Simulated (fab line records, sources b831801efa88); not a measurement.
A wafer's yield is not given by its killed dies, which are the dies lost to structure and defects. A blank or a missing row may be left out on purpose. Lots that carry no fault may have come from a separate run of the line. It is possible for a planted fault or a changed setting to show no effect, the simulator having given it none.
Which tool did it? ; flow gf180mcu ; Sampling: 24 lots, 72 wafers, 4 of 602 route steps

## WHAT EACH GAUGE READ, for each wafer
GF_M1_OVL_MEAS_15.
lot;measured;on;M1_OVL (nm)
L074;day 17 03:08;overlay-02;5 4 2
L075;day 17 13:29;overlay-01;11 11 4
L076;day 17 23:32;overlay-02;2 -5 -1
L077;day 18 02:11;overlay-01;-2 1 1
L078;day 18 17:29;overlay-01;8 16 6
L079;day 19 01:22;overlay-01;-12 -7 -10
L080;day 19 10:41;overlay-01;1 -5 2
L081;day 19 14:41;overlay-02;2 3 0
L082;day 20 10:29;overlay-01;4 4 -7
L083;day 20 14:17;overlay-02;-2 -4 5
L084;day 20 23:08;overlay-02;-5 -3 2
L085;day 21 10:26;overlay-01;-2 1 7
L086;day 21 12:11;overlay-01;9 5 2
L087;day 21 23:01;overlay-02;7 5 3
L088;day 22 03:53;overlay-02;3 -4 5
L089;day 23 00:41;overlay-01;-5 -8 1
L090;day 23 04:35;overlay-01;-3 -5 -4
L091;day 23 14:14;overlay-01;6 4 5
L092;day 23 17:53;overlay-01;-7 1 -2
L093;day 23 22:34;overlay-01;7 0 4
L094;day 24 05:26;overlay-02;12 8 3
L095;day 24 13:29;overlay-01;-1 -3 4
L096;day 25 01:48;overlay-01;-2 -4 -1
L097;day 25 04:11;overlay-02;-9 -2 -3

GF_V2_OVL_MEAS_15.
lot;measured;on;V2_OVL (nm)
L074;day 20 06:53;overlay-02;3 -3 -4
L075;day 20 17:28;overlay-01;3 -7 2
L076;day 21 04:29;overlay-01;-6 1 8
L077;day 21 07:08;overlay-01;5 -4 -7
L078;day 21 23:14;overlay-02;2 -6 -1
L079;day 22 06:53;overlay-02;2 2 5
L080;day 22 14:14;overlay-02;5 -6 2
L081;day 22 18:20;overlay-02;-4 -10 -3
L082;day 23 13:32;overlay-02;11 3 -6
L083;day 23 16:29;overlay-02;-19 -12 -1
L084;day 24 00:53;overlay-02;7 10 3
L085;day 24 11:56;overlay-01;3 -4 2
L086;day 24 13:51;overlay-01;1 -2 5
L087;day 24 22:50;overlay-02;4 9 12
L088;day 25 02:53;overlay-01;12 1 -8
L089;day 25 22:44;overlay-02;-12 -5 -13
L090;day 26 01:26;overlay-01;-8 -5 1
L091;day 26 11:46;overlay-02;10 -7 6
L092;day 26 14:20;overlay-01;-4 -3 2
L093;day 26 18:44;overlay-01;-1 -4 12
L094;day 27 01:38;overlay-01;6 6 6
L095;day 27 09:02;overlay-01;4 2 0
L096;day 27 19:12;overlay-01;-6 -2 -10
L097;day 27 23:14;overlay-01;-3 2 -7

GF_M3_THK_MEAS_06: measures by xrf.
lot;measured;on;M3_ALCU_THK (nm)
L074;day 20 08:38;filmMetro-04;446 451 439
L075;day 20 19:14;filmMetro-01;441 445 446
L076;day 21 06:16;filmMetro-03;453 451 445
L077;day 21 08:52;filmMetro-01;454 456 455
L078;day 22 01:01;filmMetro-04;445 446 453
L079;day 22 08:37;filmMetro-04;446 446 450
L080;day 22 15:58;filmMetro-03;452 443 450
L081;day 22 20:05;filmMetro-01;452 442 452
L082;day 23 15:17;filmMetro-03;444 445 439
L083;day 23 18:14;filmMetro-03;445 450 442
L084;day 24 02:37;filmMetro-04;455 446 450
L085;day 24 13:40;filmMetro-01;457 456 452
L086;day 24 15:35;filmMetro-01;459 447 452
L087;day 25 00:49;filmMetro-01;460 454 449
L088;day 25 04:39;filmMetro-03;450 455 445
L089;day 26 00:28;filmMetro-01;442 441 443
L090;day 26 03:10;filmMetro-01;452 455 458
L091;day 26 13:31;filmMetro-04;450 448 449
L092;day 26 16:05;filmMetro-01;451 448 457
L093;day 26 20:30;filmMetro-04;445 454 445
L094;day 27 03:37;filmMetro-01;444 445 456
L095;day 27 10:46;filmMetro-04;437 436 445
L096;day 27 20:56;filmMetro-04;460 455 454
L097;day 28 00:58;filmMetro-03;444 442 443

## WHAT TOOL EACH LOT RAN ON (gives the tool, then ch and the chambers of the sampled wafers, and finally the start)
lot;GF_M2_SPUTTER_01
L074;pvdSputter-02, day 18 05:07
L075;pvdSputter-02, day 18 15:05
L076;pvdSputter-02, day 19 02:13
L077;pvdSputter-03, day 19 05:25
L078;pvdSputter-03, day 19 20:58
L079;pvdSputter-03, day 20 05:00
L080;pvdSputter-03, day 20 13:22
L081;pvdSputter-02, day 20 17:22
L082;pvdSputter-02, day 21 13:03
L083;pvdSputter-03, day 21 17:20
L084;pvdSputter-03, day 22 01:43
L085;pvdSputter-03, day 22 13:04
L086;pvdSputter-03, day 22 14:19
L087;pvdSputter-02, day 23 01:04
L088;pvdSputter-02, day 23 05:53
L089;pvdSputter-03, day 24 01:49
L090;pvdSputter-02, day 24 05:50
L091;pvdSputter-02, day 24 16:11
L092;pvdSputter-01, day 24 18:28
L093;pvdSputter-01, day 24 23:07
L094;pvdSputter-03, day 25 06:32
L095;pvdSputter-03, day 25 14:19
L096;pvdSputter-02, day 26 01:16
L097;pvdSputter-02, day 26 03:57
- GF_M2_SPUTTER_01: material TiN, target thk 30 nm, time 25 s.

## WHAT THE TOOLS THEMSELVES READ (means of the sampled wafers that have a number; where no wafer has one, the mark that the record gives instead)
GF_M2_SPUTTER_01.
lot;tool;throttleValvePct (%)
L074;pvdSputter-02;30.7
L075;pvdSputter-02;30.7
L076;pvdSputter-02;30.3
L077;pvdSputter-03;29.6
L078;pvdSputter-03;29.4
L079;pvdSputter-03;30.0
L080;pvdSputter-03;29.9
L081;pvdSputter-02;30.4
L082;pvdSputter-02;30.6
L083;pvdSputter-03;30.2
L084;pvdSputter-03;29.9
L085;pvdSputter-03;29.6
L086;pvdSputter-03;29.9
L087;pvdSputter-02;30.1
L088;pvdSputter-02;30.3
L089;pvdSputter-03;29.9
L090;pvdSputter-02;30.1
L091;pvdSputter-02;29.9
L092;pvdSputter-01;29.7
L093;pvdSputter-01;29.7
L094;pvdSputter-03;29.9
L095;pvdSputter-03;29.9
L096;pvdSputter-02;30.4
L097;pvdSputter-02;29.7

## THE ANSWER, worked out from the rows above alone
Rule: the usual values come from the lots themselves. Put in order of their means at a reading, lots are off if they are a third of the lots or fewer, leave a main group of 4 or more, and stand apart from it by a gap of 3 or more times the standard deviation of the main group's means; of several such gaps the widest counts. A main group is skipped when, at the precision printed for the reading in the tables above, its means are all equal. Also off: a lot with no number at a reading for which 4 or more lots have one. All remaining lots with rows at the step are treated as sound. First the gauges in route order, then the tools' own readings, where a lot's mean is used as printed above. The first step at which some lot is off is used, and at that step the reading that is off furthest; a lot without a number counts as furthest.
Nothing can be told from this: no lot is off at any reading shown.

## WHAT THE SIMULATOR PUT IN
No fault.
